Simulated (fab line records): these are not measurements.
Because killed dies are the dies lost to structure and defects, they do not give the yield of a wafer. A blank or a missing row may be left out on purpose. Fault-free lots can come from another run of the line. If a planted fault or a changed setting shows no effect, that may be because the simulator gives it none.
fab line records	flow sky130
record lots=6	wafers=18	lastDay=50
route steps=708 shown LI_CONTACT@375 LOCAL_INTERCONNECT@387 PAD_OPEN@708
lots that met no fault: taken from a fault-free run of the same line
startH: the number of hours between the record's first day and the start of the first shown wafer of the lot	waitH: hours elapsed since this lot's preceding step	" unchanged from the row above	L1.1+2: one row covering several wafers at once	- no value, or no start given	* or withheld: withheld	< > ~ a bound
route shown NAME@n: a module of which the file shows steps, and the number in the route of the first	usual: mean and standard deviation over wafers with no fault	same: alike in all rows	chamber/n: place in a boat	sites: per-site readings	_std_site: the standard deviation of these	_edge_site: the outer-site mean with the inner-site mean subtracted	radiusMm: how far each site lies from the wafer's centre	mask NAME#n: copy n	behind: tool/chamber where the wafer was last shaped	hold: cause of the lot's hold/its duration in hours/its outcome	device: whichever transistor did not switch (one of n, p or np)	end of line: tests run on the same wafers once the route is complete	a step with no rows: only its recipe	killed: dies that structure and defects cost at the first sort, which is not the same as the wafer's yield	map: dies across one wafer; x = killed, . = not, _ = none there
set.NAME: the run value of the setting; set.NAME@STEP: its run value at that earlier step	model.NAME: the simulator's own value behind a step, which no gauge read
lots at selected steps of the route; one table per step, one row per wafer
services: the hour from which a tool's chamber was out of use, counted from the record's first day as startH (under 0 if before that day), plus the number of hours and why
## steps
# step SKY_LI_CONTACT_OVL_MEAS_13
# usual LI_CONTACT_OVL=-1/6
lot.wafer	tool	chamber	startH	waitH	LI_CONTACT_OVL[nm]
L709.1	overlay-02	-	676.14	0.1	-1
L709.4	"	-	"	"	5
L709.6	"	-	"	"	3
L715.2	overlay-01	-	731.99	0.1	4
L715.5	"	-	"	"	-4
L715.6	"	-	"	"	0
L724.3	overlay-02	-	807.06	0.1	-15
L724.4	"	-	"	"	-17
L724.5	"	-	"	"	-14
L725.4	overlay-02	-	810.41	0.1	-4
L725.5	"	-	"	"	1
L725.6	"	-	"	"	-8
L728.1	overlay-01	-	831.14	0.1	-3
L728.4	"	-	"	"	-3
L728.6	"	-	"	"	1
L731.2	overlay-01	-	854.37	0.1	-3
L731.3	"	-	"	"	1
L731.5	"	-	"	"	-1
# step SKY_LI_CONTACT_ETCH_14
# recipe chemistry=N2/H2	target=BARC	ionEnergyEv=200	sourceW=500	biasW=100	pressureMtorr=30	n2FlowSccm=100	h2FlowSccm=200	stopOn=SiO2	timeS=45.9	targetDepthA=600
# step SKY_LI_CONTACT_ETCH_15
# recipe target=PSG	chemistry=C4F8/O2/Ar	stopOn=Si	taperDeg=4.15	maskMaterial=KrF-thick	sourceW=1500	biasW=1200	pressureMtorr=40	c4f8FlowSccm=withheld	O2_flow_sccm=6	Ar_flow_sccm=300	timeS=withheld	targetDepthA=6000
# step SKY_LI_CONTACT_STRIP_16
# recipe chemistry=O2/N2	powerW=1400	pressureMtorr=1500	platenTempC=withheld	o2FlowSccm=3000	n2FlowSccm=300	overashFraction=0.5
# usual drypumpMotorCurrentA=5.69/0.16	oesProductAu=0.374/0.0043	stripTimeToEndpointS=3.48/0.032
lot.wafer	tool	chamber	startH	waitH	drypumpMotorCurrentA	oesProductAu	rfHoursCounterH	stripTimeToEndpointS
L709.1	plasmaAsher-03	1	676.30	-	5.91	0.373	22	3.51
L709.4	"	0	"	"	5.52	0.381	-	3.47
L709.6	"	1	"	"	5.89	0.372	-	3.45
L715.2	plasmaAsher-01	1	732.15	-	5.46	0.372	102	3.46
L715.5	"	1	"	"	5.47	0.380	-	3.48
L715.6	"	0	"	"	5.95	0.369	-	3.45
L724.3	plasmaAsher-03	1	807.25	-	5.90	0.375	-	3.51
L724.4	"	0	"	"	5.53	0.371	-	3.53
L724.5	"	1	"	"	5.93	0.371	-	3.54
L725.4	plasmaAsher-02	0	810.59	-	5.64	0.375	-	3.46
L725.5	"	0	"	"	5.64	0.369	-	3.46
L725.6	"	1	"	"	5.62	0.373	-	3.49
L728.1	plasmaAsher-02	0	831.30	-	5.66	0.379	72	3.53
L728.4	"	0	"	"	5.65	0.384	-	3.53
L728.6	"	0	"	"	5.64	0.376	-	3.52
L731.2	plasmaAsher-03	1	854.52	-	5.89	0.370	39	3.48
L731.3	"	0	"	"	5.53	0.373	-	3.48
L731.5	"	1	"	"	5.90	0.375	-	3.42
# step SKY_LI_CONTACT_CLEAN_17
# recipe chemistry=NMP	timeS=600	tempC=60	dry=n2Spin
# step SKY_LI_CONTACT_PRE_CLEAN_18
# recipe gas=Ar	timeS=5.6	biasV=358
# step SKY_LI_CONTACT_SPUTTER_19
# recipe material=Ti	targetThkNm=20	chamberPressurePa=5	powerW=2500	substrateTempC=200	timeS=106.37
# step SKY_LI_CONTACT_SPUTTER_20
# recipe material=TiN	targetThkNm=20	chamberPressurePa=5	powerW=4000	timeS=80
# usual cathodeDcPowerW=3999.9/0.75	throttleValvePct=30.2/1.3
# same timeS=80
lot.wafer	tool	chamber	startH	waitH	cathodeDcPowerW	throttleValvePct
L709.1	pvdSputter-01	-	676.69	0.0	4001.0	28.9
L709.4	"	-	"	"	4000.5	30.2
L709.6	"	-	"	"	4001.3	28.6
L715.2	pvdSputter-01	-	732.52	0.0	4000.5	30.2
L715.5	"	-	"	"	4000.4	30.2
L715.6	"	-	"	"	3998.5	30.4
L724.3	pvdSputter-01	-	807.60	0.0	4000.2	31.1
L724.4	"	-	"	"	4000.4	30.0
L724.5	"	-	"	"	3999.8	30.1
L725.4	pvdSputter-03	-	810.94	0.0	4000.2	30.8
L725.5	"	-	"	"	3998.5	31.2
L725.6	"	-	"	"	4000.5	30.6
L728.1	pvdSputter-02	-	831.67	0.0	4000.0	28.9
L728.4	"	-	"	"	4000.3	28.2
L728.6	"	-	"	"	4000.6	29.3
L731.2	pvdSputter-03	-	854.91	0.0	4000.8	32.1
L731.3	"	-	"	"	4000.2	28.3
L731.5	"	-	"	"	3999.5	30.7
# step SKY_LI_CONTACT_CVD_21
# recipe material=W	targetThkNm=400	timeS=120.56	tempC=400	pressureTorr=40
# step SKY_LI_CONTACT_RS_MEAS_22
# recipe thkMeasGauge=four-point-probe	reads=W_of_LI_CONTACT_CVD_21+TiN_of_LI_CONTACT_SPUTTER_20+Ti_of_LI_CONTACT_SPUTTER_19
# usual LI_CONTACT_W_RS=0.2862/0.003
lot.wafer	tool	chamber	startH	waitH	LI_CONTACT_W_RS[ohm/sq]
L709.1	filmMetro-02	-	676.87	0.1	0.2879
L709.4	"	-	"	"	0.2888
L709.6	"	-	"	"	0.2841
L715.2	filmMetro-03	-	732.73	0.1	0.2877
L715.5	"	-	"	"	0.2845
L715.6	"	-	"	"	0.2826
L724.3	filmMetro-02	-	807.83	0.1	0.2919
L724.4	"	-	"	"	0.2847
L724.5	"	-	"	"	0.2966
L725.4	filmMetro-03	-	811.18	0.1	0.2928
L725.5	"	-	"	"	0.2907
L725.6	"	-	"	"	0.2853
L728.1	filmMetro-01	-	831.86	0.1	0.2855
L728.4	"	-	"	"	0.2915
L728.6	"	-	"	"	0.2830
L731.2	filmMetro-02	-	855.12	0.1	0.2851
L731.3	"	-	"	"	0.2852
L731.5	"	-	"	"	0.2882
# step SKY_LI_CONTACT_THK_MEAS_23
# recipe thkMeasGauge=xrf	reads=W_of_LI_CONTACT_CVD_21
# usual LI_CONTACT_W_THK=410/7.1
lot.wafer	tool	chamber	startH	waitH	LI_CONTACT_W_THK[nm]
L709.1	filmMetro-02	-	676.99	0.1	407
L709.4	"	-	"	"	405
L709.6	"	-	"	"	414
L715.2	filmMetro-03	-	732.84	0.1	412
L715.5	"	-	"	"	418
L715.6	"	-	"	"	418
L724.3	filmMetro-02	-	807.93	0.1	393
L724.4	"	-	"	"	406
L724.5	"	-	"	"	390
L725.4	filmMetro-03	-	811.27	0.1	399
L725.5	"	-	"	"	400
L725.6	"	-	"	"	408
L728.1	filmMetro-01	-	831.98	0.1	416
L728.4	"	-	"	"	403
L728.6	"	-	"	"	419
L731.2	filmMetro-02	-	855.23	0.1	408
L731.3	"	-	"	"	409
L731.5	"	-	"	"	405
# step SKY_LI_CONTACT_CMP_24
# recipe stopOn=PSG	tOverpolishS=20	downForcePsi=3.5	platenRpm=60	targetThkNm=0	padVelocityMS=0.94248
# usual motorCurrentA=10.4/0.89	overpolishRunS=20.001/0.0082	timeToEndpointS=96/3.1
lot.wafer	tool	chamber	startH	waitH	motorCurrentA	overpolishRunS	timeToEndpointS
L709.4	cmp-02	1	677.10	0.1	9.4	20.001	93
L709.1	"	3	"	"	9.8	19.991	98
L709.6	"	1	"	"	9.5	20.002	98
L715.2	cmp-02	3	732.94	0.1	10.0	20.012	96
L715.5	"	2	"	"	11.2	19.994	94
L715.6	"	3	"	"	10.0	20.014	95
L724.4	cmp-01	2	807.97	0.0	10.5	19.999	93
L724.3	"	1	"	"	10.6	19.998	89
L724.5	"	2	"	"	10.0	20.002	92
L725.4	cmp-01	1	811.40	0.1	10.4	19.999	94
L725.5	"	3	"	"	9.6	19.994	94
L725.6	"	0	"	"	11.6	19.998	93
L728.4	cmp-02	1	832.04	0.0	10.0	19.996	100
L728.1	"	0	"	"	10.8	19.987	103
L728.6	"	2	"	"	11.8	19.993	98
L731.2	cmp-01	2	855.28	0.0	9.7	20.000	97
L731.3	"	1	"	"	11.5	20.012	96
L731.5	"	3	"	"	9.2	19.999	97
# step SKY_LOCAL_INTERCONNECT_SPUTTER_00
# recipe material=TiN	targetThkNm=100	tempC=300	powerW=6500	timeS=83.3	chamberPressurePa=0.4
# usual cathodeDcPowerW=6500.0/1.2	throttleValvePct=30.0/0.93
# same timeS=83.3
lot.wafer	tool	chamber	startH	waitH	cathodeDcPowerW	throttleValvePct	model.TiN_of_LOCAL_INTERCONNECT_SPUTTER_00.thkNm
L709.1	pvdSputter-04	-	677.35	0.1	6499.7	30.5	100.2
L709.4	"	-	"	"	6500.4	29.8	98.96
L709.6	"	-	"	"	6500.6	29.5	100.2
L715.2	pvdSputter-02	-	733.19	0.2	6502.7	29.1	100.4
L715.5	"	-	"	"	6498.4	28.1	99.73
L715.6	"	-	"	"	6500.2	29.1	100.6
L724.3	pvdSputter-04	-	808.27	0.1	7016.9	30.6	104.6
L724.4	"	-	"	"	7016.1	29.7	105.9
L724.5	"	-	"	"	7017.6	30.4	105.4
L725.4	pvdSputter-04	-	811.60	0.1	7016.9	30.7	106.8
L725.5	"	-	"	"	7016.0	29.2	106.9
L725.6	"	-	"	"	7015.8	30.8	106.7
L728.1	pvdSputter-02	-	832.34	0.1	6501.2	28.1	101.3
L728.4	"	-	"	"	6498.8	31.4	102.2
L728.6	"	-	"	"	6501.3	28.8	102.5
L731.2	pvdSputter-01	-	855.58	0.2	6499.4	30.9	96.35
L731.3	"	-	"	"	6498.9	30.3	99.17
L731.5	"	-	"	"	6499.9	30.9	97.6
# step SKY_LOCAL_INTERCONNECT_RS_MEAS_01
# recipe thkMeasGauge=four-point-probe	reads=TiN_of_LOCAL_INTERCONNECT_SPUTTER_00
# usual LOCAL_INTERCONNECT_TIN_RS=14.16/0.23
lot.wafer	tool	chamber	startH	waitH	LOCAL_INTERCONNECT_TIN_RS[ohm/sq]
L709.1	filmMetro-03	-	677.42	0.0	14.08
L709.4	"	-	"	"	14.28
L709.6	"	-	"	"	14.08
L715.2	filmMetro-01	-	733.27	0.1	14.08
L715.5	"	-	"	"	14.19
L715.6	"	-	"	"	14.03
L724.3	filmMetro-04	-	808.37	0.1	13.45
L724.4	"	-	"	"	13.27
L724.5	"	-	"	"	13.36
L725.4	filmMetro-04	-	811.73	0.1	13.17
L725.5	"	-	"	"	13.15
L725.6	"	-	"	"	13.19
L728.1	filmMetro-01	-	832.40	0.0	13.95
L728.4	"	-	"	"	13.82
L728.6	"	-	"	"	13.77
L731.2	filmMetro-04	-	855.66	0.1	14.65
L731.3	"	-	"	"	14.25
L731.5	"	-	"	"	14.48
# step SKY_LOCAL_INTERCONNECT_THK_MEAS_02
# recipe thkMeasGauge=xrf	reads=TiN_of_LOCAL_INTERCONNECT_SPUTTER_00
# usual LOCAL_INTERCONNECT_TIN_THK=98.2/1.6
lot.wafer	tool	chamber	startH	waitH	LOCAL_INTERCONNECT_TIN_THK[nm]
L709.1	filmMetro-03	-	677.54	0.1	99.1
L709.4	"	-	"	"	97.4
L709.6	"	-	"	"	98.9
L715.2	filmMetro-01	-	733.38	0.1	98.8
L715.5	"	-	"	"	98.0
L715.6	"	-	"	"	99.2
L724.3	filmMetro-04	-	808.47	0.1	102.8
L724.4	"	-	"	"	104.1
L724.5	"	-	"	"	103.7
L725.4	filmMetro-04	-	811.82	0.1	104.6
L725.5	"	-	"	"	105.2
L725.6	"	-	"	"	104.6
L728.1	filmMetro-01	-	832.52	0.1	99.6
L728.4	"	-	"	"	100.2
L728.6	"	-	"	"	100.9
L731.2	filmMetro-04	-	855.77	0.1	94.9
L731.3	"	-	"	"	97.6
L731.5	"	-	"	"	95.8
# step SKY_LOCAL_INTERCONNECT_DEHYDRATE_03
# recipe tempC=200	timeS=60
# step SKY_LOCAL_INTERCONNECT_HMDS_04
# recipe primeTimeS=60	primeTempC=120
# step SKY_LOCAL_INTERCONNECT_COAT_05
# recipe resist=BARC	tempC=withheld	timeS=withheld	spinRpm=3000	resistThkNm=60
# step SKY_LOCAL_INTERCONNECT_COAT_06
# recipe resist=KrF-thick	spinRpm=3000	resistThkNm=450
# step SKY_LOCAL_INTERCONNECT_SOFTBAKE_07
# recipe tempC=100	timeS=90	resist=KrF-thick
# step SKY_LOCAL_INTERCONNECT_EXPOSE_08
# recipe maskId=LI1M	na=0.8	sourceShape=annular	sigmaInner=0.55	sigmaOuter=0.85	targetCdNm=170	doseMj=28
# step SKY_LOCAL_INTERCONNECT_PEB_09
# recipe pebTempC=withheld	pebTimeS=withheld	resist=KrF-thick
# step SKY_LOCAL_INTERCONNECT_DEVELOP_10
# recipe developTimeS=60	resist=KrF-thick	devTempC=21
# step SKY_LOCAL_INTERCONNECT_CD_MEAS_11
# recipe targetCdNm=170
# usual cdNm=170.0/1.5
lot.wafer	tool	chamber	startH	waitH	cdNm
L709.1	cdSem-01	-	704.74	-	168.4
L709.4	"	-	"	"	169.9
L709.6	"	-	"	"	170.4
L715.2	cdSem-01	-	760.84	-	170.3
L715.5	"	-	"	"	170.7
L715.6	"	-	"	"	169.3
L724.3	cdSem-01	-	835.02	-	169.3
L724.4	"	-	"	"	169.0
L724.5	"	-	"	"	169.6
L725.4	cdSem-01	-	838.38	-	170.3
L725.5	"	-	"	"	169.8
L725.6	"	-	"	"	169.3
L728.1	cdSem-01	-	858.39	-	172.6
L728.4	"	-	"	"	171.3
L728.6	"	-	"	"	172.1
L731.2	cdSem-02	-	880.45	-	166.5
L731.3	"	-	"	"	165.3
L731.5	"	-	"	"	167.2
# step SKY_LOCAL_INTERCONNECT_OVL_MEAS_12
# usual LOCAL_INTERCONNECT_OVL=-1/4.9
lot.wafer	tool	chamber	startH	waitH	LOCAL_INTERCONNECT_OVL[nm]
L709.1	overlay-01	-	704.86	0.1	1
L709.4	"	-	"	"	2
L709.6	"	-	"	"	-2
L715.2	overlay-02	-	760.94	0.1	0
L715.5	"	-	"	"	0
L715.6	"	-	"	"	4
L724.3	overlay-02	-	835.12	0.1	6
L724.4	"	-	"	"	4
L724.5	"	-	"	"	8
L725.4	overlay-01	-	838.45	0.1	1
L725.5	"	-	"	"	-1
L725.6	"	-	"	"	6
L728.1	overlay-01	-	858.51	0.1	-4
L728.4	"	-	"	"	-6
L728.6	"	-	"	"	0
L731.2	overlay-02	-	880.56	0.1	3
L731.3	"	-	"	"	-1
L731.5	"	-	"	"	6
# step SKY_LOCAL_INTERCONNECT_ETCH_13
# recipe chemistry=N2/H2	target=BARC	ionEnergyEv=200	biasW=100	pressureMtorr=30	n2FlowSccm=100	h2FlowSccm=200	icpW=500	stopOn=SiO2	timeS=45.9	targetDepthA=600
# usual drypumpMotorCurrentA=6.0/0.47	oesProductAu=0.855/0.0047	rfFwdPowerW=494.8/2.8	throttleValvePct=13.223/0.0094
# same timeS=45.9
lot.wafer	tool	chamber	startH	waitH	drypumpMotorCurrentA	oesProductAu	rfFwdPowerW	rfHoursCounterH	throttleValvePct
L709.1	rieMetal-03	0	704.90	0.0	5.4	0.857	496.6	10	13.210
L709.4	"	0	"	"	5.4	0.860	498.0	-	13.210
L709.6	"	0	"	"	5.4	0.857	496.3	-	13.218
L715.2	rieMetal-03	1	760.97	0.0	6.7	0.858	496.9	2	13.220
L715.5	"	1	"	"	6.7	0.856	496.2	-	13.227
L715.6	"	0	"	"	5.4	0.851	496.9	-	13.209
L724.3	rieMetal-03	1	835.16	0.0	6.7	0.857	494.5	-	13.227
L724.4	"	0	"	"	5.4	0.868	496.3	-	13.234
L724.5	"	1	"	"	6.7	0.853	494.9	-	13.209
L725.4	rieMetal-01	1	838.49	0.0	5.9	0.863	491.1	-	13.227
L725.5	"	1	"	"	6.0	0.861	489.9	-	13.215
L725.6	"	0	"	"	6.0	0.853	491.4	-	13.220
L728.1	rieMetal-03	0	858.55	0.0	5.4	0.855	498.5	16	13.232
L728.4	"	0	"	"	5.4	0.857	496.3	-	13.225
L728.6	"	1	"	"	6.7	0.856	493.1	-	13.227
L731.2	rieMetal-03	1	880.61	0.0	6.7	0.857	496.4	-	13.229
L731.3	"	1	"	"	6.7	0.861	494.1	-	13.219
L731.5	"	1	"	"	6.7	0.857	496.4	-	13.220
# step SKY_LOCAL_INTERCONNECT_METAL_ETCH_14
# recipe targetDepthNm=110	stopOn=PSG	chemistry=Cl2/BCl3	target=TiN	resistSidewallDeg=88	pressureMtorr=10	icpW=900	biasW=48.5	Cl2_flow_sccm=60	bcl3FlowSccm=30	timeS=31.4
# usual drypumpMotorCurrentA=6.0/0.48	oesProductAu=0.939/0.0095	rfFwdPowerW=888/5.4	throttleValvePct=21.902/0.011
# same timeS=31.4
lot.wafer	tool	chamber	startH	waitH	drypumpMotorCurrentA	oesProductAu	rfFwdPowerW	rfHoursCounterH	throttleValvePct
L709.1	rieMetal-03	0	705.02	0.1	5.4	0.945	890	10	21.892
L709.4	"	0	"	"	5.4	0.936	897	-	21.894
L709.6	"	0	"	"	5.4	0.946	888	-	21.905
L715.2	rieMetal-03	1	761.03	0.0	6.6	0.940	890	2	21.906
L715.5	"	1	"	"	6.6	0.938	893	-	21.896
L715.6	"	0	"	"	5.4	0.942	894	-	21.894
L724.3	rieMetal-03	1	835.22	0.0	6.6	0.966	894	-	21.884
L724.4	"	0	"	"	5.4	0.975	891	-	21.894
L724.5	"	1	"	"	6.7	0.965	897	-	21.875
L725.4	rieMetal-01	1	838.55	0.0	5.9	0.973	882	-	21.888
L725.5	"	1	"	"	5.9	0.976	881	-	21.891
L725.6	"	0	"	"	6.0	0.976	891	-	21.874
L728.1	rieMetal-03	0	858.61	0.0	5.4	0.947	893	16	21.895
L728.4	"	0	"	"	5.4	0.947	893	-	21.892
L728.6	"	1	"	"	6.7	0.956	890	-	21.903
L731.2	rieMetal-03	1	880.73	0.1	6.7	0.924	890	-	21.917
L731.3	"	1	"	"	6.6	0.940	892	-	21.915
L731.5	"	1	"	"	6.7	0.927	890	-	21.910
# step SKY_LOCAL_INTERCONNECT_STRIP_15
# recipe chemistry=O2/N2	powerW=1400	pressureMtorr=1500	platenTempC=withheld	o2FlowSccm=3000	n2FlowSccm=300	overashFraction=0.5
# usual drypumpMotorCurrentA=5.5/0.32	oesProductAu=0.426/0.0043	stripTimeToEndpointS=4.721/0.02
lot.wafer	tool	chamber	startH	waitH	drypumpMotorCurrentA	oesProductAu	rfHoursCounterH	stripTimeToEndpointS
L709.1	plasmaAsher-04	1	705.13	0.1	4.9	0.429	91	4.732
L709.4	"	0	"	"	5.4	0.427	-	4.720
L709.6	"	1	"	"	4.9	0.437	-	4.716
L715.2	plasmaAsher-01	0	761.09	0.0	5.9	0.426	2	4.731
L715.5	"	1	"	"	5.5	0.421	-	4.729
L715.6	"	0	"	"	5.9	0.433	-	4.742
L724.3	plasmaAsher-01	0	835.29	0.1	6.0	0.422	-	4.729
L724.4	"	1	"	"	5.5	0.431	-	4.710
L724.5	"	0	"	"	6.0	0.415	-	4.706
L725.4	plasmaAsher-01	0	838.62	0.1	6.0	0.432	-	4.749
L725.5	"	1	"	"	5.5	0.423	-	4.743
L725.6	"	0	"	"	6.0	0.427	-	4.738
L728.1	plasmaAsher-01	1	858.66	0.0	5.5	0.431	10	4.752
L728.4	"	0	"	"	6.0	0.419	-	4.753
L728.6	"	0	"	"	6.0	0.422	-	4.737
L731.2	plasmaAsher-02	1	880.82	0.1	5.6	0.424	78	4.720
L731.3	"	0	"	"	5.7	0.426	-	4.710
L731.5	"	1	"	"	5.6	0.427	-	4.732
# step SKY_LOCAL_INTERCONNECT_STRIP_16
# recipe chemistry=postEtchResidueRemover	timeS=1200	tempC=72.5
# usual tempC=72.49/0.12
# same timeS=1200
lot.wafer	tool	chamber	startH	waitH	tempC	model.TiN_of_LOCAL_INTERCONNECT_SPUTTER_00.thkNm
L709.1	wetBench-02	2	705.23	0.1	72.50	99.76
L709.4	"	2	"	"	72.70	98.55
L709.6	"	2	"	"	72.37	99.78
L715.2	wetBench-01	3	761.19	0.1	72.54	99.95
L715.5	"	3	"	"	72.49	99.31
L715.6	"	3	"	"	72.55	100.2
L724.3	wetBench-02	3	835.35	0.0	72.48	104.2
L724.4	"	3	"	"	72.48	105.5
L724.5	"	3	"	"	72.50	105
L725.4	wetBench-01	1	838.69	0.0	72.65	106.4
L725.5	"	1	"	"	72.54	106.4
L725.6	"	1	"	"	72.66	106.2
L728.1	wetBench-02	2	858.76	0.1	72.65	100.9
L728.4	"	2	"	"	72.47	101.8
L728.6	"	2	"	"	72.75	102
L731.2	wetBench-02	1	880.92	0.1	72.51	95.93
L731.3	"	1	"	"	72.60	98.75
L731.5	"	1	"	"	72.63	97.18
# step SKY_LOCAL_INTERCONNECT_CLEAN_17
# recipe chemistry=IPA	timeS=180	tempC=25
# step SKY_PAD_OPEN_PROBE_99
lot.wafer	tool	chamber	startH	waitH	model.etest.resLi.lineOhmUm	model.etest.resLi.rsOhmSq
L709.1	prober-01	-	1076.11	0.1	76.35	12.79
L709.4	prober-01	-	1076.26	0.2	75.55	12.95
L709.6	prober-01	-	1076.36	0.2	74.72	12.82
L715.2	prober-01	-	1114.45	0.1	75.36	12.75
L715.5	prober-01	-	1114.60	0.2	75.11	12.87
L715.6	prober-01	-	1114.65	0.2	74.85	12.78
L724.3	prober-02	-	1166.25	0.2	73.22	12.24
L724.4	prober-02	-	1166.30	0.2	71.73	12.11
L724.5	prober-02	-	1166.35	0.2	71.31	12.09
L725.4	prober-01	-	1168.67	0.2	70.89	11.98
L725.5	prober-01	-	1168.72	0.2	70.73	12
L725.6	prober-01	-	1168.77	0.2	70.87	11.92
L728.1	prober-02	-	1181.55	0.1	73.27	12.54
L728.4	prober-02	-	1181.70	0.2	72.93	12.51
L728.6	prober-02	-	1181.80	0.2	73.41	12.45
L731.2	prober-01	-	1196.55	0.1	80.15	13.26
L731.3	prober-01	-	1196.60	0.2	78.56	12.86
L731.5	prober-01	-	1196.70	0.2	78.94	13.11
# killed by level:class
L709.1 VIA1:geometricParticle:open=19 LI_CONTACT:geometricParticle:open=9 VIA1:geometricParticle:short=8 VIA3:geometricParticle:open=7 FIELD_ISO:geometricParticle:open=6 METAL2:geometricParticle:short=6 POLY_GATE:geometricParticle:open=5 CONTACT:geometricParticle:open=5
L709.4 CONTACT:geometricParticle:open=14 VIA1:geometricParticle:open=14 METAL2:geometricParticle:short=7 VIA2:geometricParticle:open=7 POLY_GATE:geometricParticle:open=6 VIA3:geometricParticle:open=6 CONTACT:geometricParticle:short=5 FIELD_ISO:geometricParticle:short=4
L709.6 METAL1:geometricParticle:short=10 CONTACT:geometricParticle:open=8 LI_CONTACT:geometricParticle:open=7 FIELD_ISO:geometricParticle:open=6 VIA2:geometricParticle:open=6 VIA1:geometricParticle:open=6 VIA1:geometricParticle:short=6 POLY_GATE:geometricParticle:short=5
L715.2 VIA2:geometricParticle:open=10 CONTACT:geometricParticle:open=10 VIA1:geometricParticle:open=8 LI_CONTACT:geometricParticle:open=7 METAL2:geometricParticle:short=7 CONTACT:geometricParticle:short=6 VIA1:geometricParticle:short=5 VIA3:geometricParticle:open=5
L715.5 VIA1:geometricParticle:open=14 VIA3:geometricParticle:open=12 VIA2:geometricParticle:open=8 CONTACT:geometricParticle:open=7 LI_CONTACT:geometricParticle:open=7 FIELD_ISO:geometricParticle:open=4 LI_CONTACT:geometricParticle:short=4 CONTACT:geometricParticle:short=4
L715.6 VIA3:geometricParticle:open=11 CONTACT:geometricParticle:open=9 VIA2:geometricParticle:open=9 LI_CONTACT:geometricParticle:open=8 VIA1:geometricParticle:open=7 FIELD_ISO:geometricParticle:short=6 LI_CONTACT:geometricParticle:short=5 LOCAL_INTERCONNECT:geometricParticle:short=4
L728.1 VIA1:geometricParticle:open=15 FIELD_ISO:geometricParticle:open=6 LI_CONTACT:geometricParticle:open=6 CONTACT:geometricParticle:open=6 VIA2:geometricParticle:open=4 FIELD_ISO:geometricParticle:short=4 LI_CONTACT:geometricParticle:short=4 VIA1:geometricParticle:short=4
L728.4 VIA1:geometricParticle:open=14 CONTACT:geometricParticle:open=10 FIELD_ISO:geometricParticle:short=7 LOCAL_INTERCONNECT:geometricParticle:short=7 VIA2:geometricParticle:open=7 VIA3:geometricParticle:open=7 VIA1:geometricParticle:short=5 LI_CONTACT:geometricParticle:open=5
L728.6 VIA2:geometricParticle:open=10 VIA1:geometricParticle:open=8 LI_CONTACT:geometricParticle:open=7 METAL2:geometricParticle:short=7 LOCAL_INTERCONNECT:geometricParticle:short=6 CONTACT:geometricParticle:open=6 VIA3:geometricParticle:open=5 VIA1:geometricParticle:short=5
L731.2 VIA2:geometricParticle:open=13 CONTACT:geometricParticle:open=8 VIA1:geometricParticle:open=8 VIA2:geometricParticle:short=8 VIA3:geometricParticle:open=8 LI_CONTACT:geometricParticle:open=7 FIELD_ISO:geometricParticle:short=6 FIELD_ISO:geometricParticle:open=5
L731.3 LI_CONTACT:geometricParticle:open=8 CONTACT:geometricParticle:open=8 VIA3:geometricParticle:open=8 POLY_GATE:geometricParticle:open=6 METAL1:geometricParticle:short=6 VIA2:geometricParticle:open=6 FIELD_ISO:geometricParticle:short=5 METAL1:geometricParticle:open=5
L731.5 VIA1:geometricParticle:open=8 FIELD_ISO:geometricParticle:open=7 CONTACT:geometricParticle:open=7 VIA2:geometricParticle:open=5 LI_CONTACT:geometricParticle:open=5 CONTACT:geometricParticle:short=5 METAL1:geometricParticle:short=5 VIA1:geometricParticle:short=4
## services
tool	chamber	startH	hours	kind
plasmaAsher-02	-	657.41	2.8	pm
plasmaAsher-01	-	701.64	20.0	pm
pvdSputter-04	-	708.85	2.4	repair
cmp-01	-	714.75	5.1	repair
plasmaAsher-01	-	733.75	9.0	pm
plasmaAsher-03	-	734.96	14.6	pm
pvdSputter-02	-	735.33	0.7	repair
plasmaAsher-01	-	736.25	8.4	repair
cmp-02	-	744.00	4.0	pm
cmp-02	-	755.60	2.5	repair
cmp-02	-	756.77	61.1	repair
pvdSputter-04	-	761.27	2.8	repair
cmp-02	-	767.53	1.0	repair
rieMetal-03	-	782.75	1.2	repair
cmp-02	-	806.56	2.3	repair
rieMetal-03	1	816.45	12.4	repair
cmp-02	-	817.88	5.0	pm
cmp-01	-	822.86	5.5	pm
pvdSputter-01	-	831.25	1.7	repair
rieMetal-03	1	836.14	14.0	repair
plasmaAsher-01	-	840.56	13.6	repair
pvdSputter-04	-	854.01	2.2	repair
pvdSputter-04	-	861.80	3.0	repair
pvdSputter-01	-	877.03	2.0	repair
## key
firstSign step=SKY_LOCAL_INTERCONNECT_SPUTTER_00	reading=cathodeDcPowerW	direction=up	sigmas=99+	usual=6500.0	struck=7016.6
effect step=SKY_LOCAL_INTERCONNECT_RS_MEAS_01	reading=LOCAL_INTERCONNECT_TIN_RS	direction=down	sigmas=3.9	usual=14.16	struck=13.27
effect step=SKY_LOCAL_INTERCONNECT_THK_MEAS_02	reading=LOCAL_INTERCONNECT_TIN_THK	direction=up	sigmas=3.7	usual=98.2	struck=104.2
effect step=SKY_LOCAL_INTERCONNECT_METAL_ETCH_14	reading=oesProductAu	direction=up	sigmas=3.4	usual=0.939	struck=0.972
modelEffect step=SKY_LOCAL_INTERCONNECT_SPUTTER_00	value=TiN_of_LOCAL_INTERCONNECT_SPUTTER_00.thkNm	without=98.1	struck=106
modelEffect step=SKY_LOCAL_INTERCONNECT_STRIP_16	value=TiN_of_LOCAL_INTERCONNECT_SPUTTER_00.thkNm	without=97.69	struck=105.6
modelEffect step=SKY_PAD_OPEN_PROBE_99	value=etest.resLi.lineOhmUm	without=77.24	struck=71.46
metAt SKY_LOCAL_INTERCONNECT_SPUTTER_00
struckWafers L724.3,L724.4,L724.5,L725.4,L725.5,L725.6
sortLeftOut L724.3,L724.4,L724.5,L725.4,L725.5,L725.6
testerLeftOut L724,L725
onsetBetween 677.35 808.27
fault kind=processParameterDrift	tool=pvdSputter-04	chamber=-	onsetH=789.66	steps=SKY_LOCAL_INTERCONNECT_SPUTTER_00	channel=powerW	offset=*	shape=step	endH=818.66	actsIn=*	stated=*
# testerLeftOut: of these lots the tester's yield and bins aren't shown, on N5 and GAA mostly nor the transistor test; their killed dies are dies lost to structure and defects alone, not to doping, threshold or leakage, so they don't give the yield
# sortLeftOut: the simulated sort isn't trusted on such a fault, so these wafers' sort isn't shown, and their yield isn't known
